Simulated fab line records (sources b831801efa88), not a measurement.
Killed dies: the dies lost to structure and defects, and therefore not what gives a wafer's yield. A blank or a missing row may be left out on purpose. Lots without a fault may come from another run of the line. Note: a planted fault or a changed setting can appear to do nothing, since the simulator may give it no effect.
Which tool is to blame? :: flow sky130 :: 10 lots with 30 wafers sampled at 5 steps, on a route of 708 steps

## WHAT THE GAUGES SHOWED, per wafer
SKY_VIA3_THK_MEAS_23: measures by xrf. Usual: VIA3_W_THK typically reads 396 nm, with standard deviation 6.9.
lot: L726
measured: day 41 00:53
on: filmMetro-03
VIA3_W_THK (nm): 397 397 396
flag: 

lot: L731
measured: day 42 16:25
on: filmMetro-03
VIA3_W_THK (nm): 403 402 401
flag: 

lot: L733
measured: day 43 09:26
on: filmMetro-04
VIA3_W_THK (nm): 401 393 401
flag: 

lot: L734
measured: day 43 11:21
on: filmMetro-03
VIA3_W_THK (nm): 405 404 403
flag: 

lot: L735
measured: day 43 14:27
on: filmMetro-02
VIA3_W_THK (nm): 388 387 387
flag: 

lot: L737
measured: day 44 05:23
on: filmMetro-04
VIA3_W_THK (nm): 392 393 384
flag: 

lot: L738
measured: day 44 14:35
on: filmMetro-03
VIA3_W_THK (nm): 412 408 412
flag: 

lot: L742
measured: day 45 01:42
on: filmMetro-04
VIA3_W_THK (nm): 402 401 401
flag: 

lot: L746
measured: day 45 23:24
on: filmMetro-02
VIA3_W_THK (nm): 401 397 397
flag: 

lot: L748
measured: day 46 18:34
on: filmMetro-04
VIA3_W_THK (nm): 391 397 394
flag: 

SKY_VIA4_RS_MEAS_19: uses a four-point probe to measure. Usual: VIA4_W_RS typically reads 0.2267 ohm/sq, with standard deviation 0.0028.
lot: L726
measured: day 44 05:08
on: filmMetro-03
VIA4_W_RS (ohm/sq): 0.2324 0.2287 0.2259
flag: 

lot: L731
measured: day 45 18:19
on: filmMetro-03
VIA4_W_RS (ohm/sq): 0.2251 0.2235 0.2261
flag: 

lot: L733
measured: day 46 10:47
on: filmMetro-03
VIA4_W_RS (ohm/sq): 0.2298 0.2263 0.2310
flag: 

lot: L734
measured: day 46 10:55
on: filmMetro-02
VIA4_W_RS (ohm/sq): 0.2260 0.2261 0.2295
flag: 

lot: L735
measured: day 46 15:24
on: filmMetro-01
VIA4_W_RS (ohm/sq): 0.2283 0.2293 0.2281
flag: 

lot: L737
measured: day 47 02:49
on: filmMetro-01
VIA4_W_RS (ohm/sq): 0.2298 0.2243 0.2255
flag: 

lot: L738
measured: day 47 11:28
on: filmMetro-03
VIA4_W_RS (ohm/sq): 0.2254 0.2237 0.2279
flag: 

lot: L742
measured: day 47 21:25
on: filmMetro-01
VIA4_W_RS (ohm/sq): 0.2263 0.2286 0.2285
flag: 

lot: L746
measured: day 48 16:40
on: filmMetro-03
VIA4_W_RS (ohm/sq): 0.2280 0.2246 0.2240
flag: 

lot: L748
measured: day 49 10:33
on: filmMetro-03
VIA4_W_RS (ohm/sq): 0.2308 0.2280 0.2263
flag: 

SKY_PASSIVATION_THK_MEAS_03. Usual: PASSIVATION_CVD_02_THK typically reads 540 nm, with standard deviation 7.4.
lot: L726
measured: day 45 05:34
on: filmMetro-02
PASSIVATION_CVD_02_THK (nm): 529 535 546
flag: 

lot: L731
measured: day 46 18:07
on: filmMetro-03
PASSIVATION_CVD_02_THK (nm): 539 530 542
flag: 

lot: L733
measured: day 47 09:38
on: filmMetro-02
PASSIVATION_CVD_02_THK (nm): 541 531 547
flag: 

lot: L734
measured: day 47 10:13
on: filmMetro-02
PASSIVATION_CVD_02_THK (nm): 528 522 541
flag: 

lot: L735
measured: day 47 13:49
on: filmMetro-04
PASSIVATION_CVD_02_THK (nm): 540 544 536
flag: 

lot: L737
measured: day 48 00:49
on: filmMetro-04
PASSIVATION_CVD_02_THK (nm): 542 542 546
flag: 

lot: L738
measured: day 48 09:43
on: filmMetro-03
PASSIVATION_CVD_02_THK (nm): 537 554 549
flag: 

lot: L742
measured: day 48 19:06
on: filmMetro-03
PASSIVATION_CVD_02_THK (nm): 538 553 551
flag: 

lot: L746
measured: day 49 13:22
on: filmMetro-04
PASSIVATION_CVD_02_THK (nm): 428 437 444 428 437 443
flag: OFF

lot: L748
measured: day 50 06:54
on: filmMetro-02
PASSIVATION_CVD_02_THK (nm): 431 439 435 431 439 435
flag: OFF

## WHAT TOOL EACH LOT RAN ON (gives the tool, then ch and the chambers of the sampled wafers, and finally the start)
lot: L726
SKY_METAL5_SPUTTER_01: pvdSputter-02, day 44 05:39
SKY_PASSIVATION_CVD_02: pecvd-01 ch 0,2, day 45 05:20

lot: L731
SKY_METAL5_SPUTTER_01: pvdSputter-02, day 45 18:56
SKY_PASSIVATION_CVD_02: pecvd-01 ch 0,1, day 46 17:53

lot: L733
SKY_METAL5_SPUTTER_01: pvdSputter-03, day 46 11:23
SKY_PASSIVATION_CVD_02: pecvd-04 ch 1,2, day 47 09:24

lot: L734
SKY_METAL5_SPUTTER_01: pvdSputter-02, day 46 11:37
SKY_PASSIVATION_CVD_02: pecvd-01 ch 0,1, day 47 10:00

lot: L735
SKY_METAL5_SPUTTER_01: pvdSputter-02, day 46 15:54
SKY_PASSIVATION_CVD_02: pecvd-04 ch 1,2, day 47 13:35

lot: L737
SKY_METAL5_SPUTTER_01: pvdSputter-03, day 47 03:28
SKY_PASSIVATION_CVD_02: pecvd-04 ch 0,1,2, day 48 00:40

lot: L738
SKY_METAL5_SPUTTER_01: pvdSputter-01, day 47 11:57
SKY_PASSIVATION_CVD_02: pecvd-04 ch 0,2, day 48 09:29

lot: L742
SKY_METAL5_SPUTTER_01: pvdSputter-01, day 47 21:55
SKY_PASSIVATION_CVD_02: pecvd-03 ch 0,1,2, day 48 18:52

lot: L746
SKY_METAL5_SPUTTER_01: pvdSputter-02, day 48 17:08
SKY_PASSIVATION_CVD_02: pecvd-04 ch 0,1,2, day 49 13:07

lot: L748
SKY_METAL5_SPUTTER_01: pvdSputter-03, day 49 11:43
SKY_PASSIVATION_CVD_02: pecvd-04 ch 0,1,2, day 50 06:45
- SKY_METAL5_SPUTTER_01: material TiN, target thk 20 nm, time 16.7 s.
- SKY_PASSIVATION_CVD_02: deposits Si3N4, target thk 540 nm.

## AS READ BY THE TOOLS THEMSELVES (means over the sampled wafers that have a number; for cases with no such wafer, the mark the record gives instead)
SKY_METAL5_SPUTTER_01. Usual: throttleValvePct reads 29.4 % (standard deviation 0.99).
lot: L726
tool: pvdSputter-02
throttleValvePct (%): 30.3
flag: 

lot: L731
tool: pvdSputter-02
throttleValvePct (%): 30.1
flag: 

lot: L733
tool: pvdSputter-03
throttleValvePct (%): 28.5
flag: 

lot: L734
tool: pvdSputter-02
throttleValvePct (%): 30.2
flag: 

lot: L735
tool: pvdSputter-02
throttleValvePct (%): 30.0
flag: 

lot: L737
tool: pvdSputter-03
throttleValvePct (%): 29.3
flag: 

lot: L738
tool: pvdSputter-01
throttleValvePct (%): 28.8
flag: 

lot: L742
tool: pvdSputter-01
throttleValvePct (%): 28.0
flag: 

lot: L746
tool: pvdSputter-02
throttleValvePct (%): 30.8
flag: 

lot: L748
tool: pvdSputter-03
throttleValvePct (%): 28.9
flag: 

SKY_PASSIVATION_CVD_02. Usual: heaterPowerW 690 W, standard deviation 80; rfFwdPowerW 448.7 W, standard deviation 1.3.
lot: L726
tool: pecvd-01
heaterPowerW (W): 625
rfFwdPowerW (W): 449.6
flag: 

lot: L731
tool: pecvd-01
heaterPowerW (W): 700
rfFwdPowerW (W): 449.2
flag: 

lot: L733
tool: pecvd-04
heaterPowerW (W): 729
rfFwdPowerW (W): 449.6
flag: 

lot: L734
tool: pecvd-01
heaterPowerW (W): 765
rfFwdPowerW (W): 448.0
flag: 

lot: L735
tool: pecvd-04
heaterPowerW (W): 661
rfFwdPowerW (W): 448.4
flag: 

lot: L737
tool: pecvd-04
heaterPowerW (W): 737
rfFwdPowerW (W): 447.3
flag: 

lot: L738
tool: pecvd-04
heaterPowerW (W): 729
rfFwdPowerW (W): 448.9
flag: 

lot: L742
tool: pecvd-03
heaterPowerW (W): 671
rfFwdPowerW (W): 449.9
flag: 

lot: L746
tool: pecvd-04
heaterPowerW (W): 743
rfFwdPowerW (W): 448.4
flag: 

lot: L748
tool: pecvd-04
heaterPowerW (W): 717
rfFwdPowerW (W): 449.3
flag: 

## THE ANSWER, worked out from the rows above alone
Rule: take the mean of a lot's wafers that have a number; if it is more than 3 standard deviations from the usual mean, the lot is off. Also off: a lot with no number at a reading for which 4 or more lots have one. All remaining lots with rows at the step are treated as sound. After the gauges, taken in route order, come the tools' own readings; for these a lot's mean is taken, as printed above. At the first step where some lot is off, the reading lying furthest off is the one used; lots without a number count as furthest.
Off: L746, L748, seen at SKY_PASSIVATION_THK_MEAS_03 (PASSIVATION_CVD_02_THK).
If a tool, at a process step before that reading, ran all the lots that are off and no sound lot after the first of them, it fits. The gauges at SKY_PASSIVATION_THK_MEAS_03 are tried like those tools. One candidate fits, namely pecvd-04 at SKY_PASSIVATION_CVD_02. Its last sound lot is L738 (day 48 09:29), its first lot that is off L746 (day 49 13:07): a fault that began between those two fits.

## WHAT HAD BEEN PUT IN BY THE SIMULATOR
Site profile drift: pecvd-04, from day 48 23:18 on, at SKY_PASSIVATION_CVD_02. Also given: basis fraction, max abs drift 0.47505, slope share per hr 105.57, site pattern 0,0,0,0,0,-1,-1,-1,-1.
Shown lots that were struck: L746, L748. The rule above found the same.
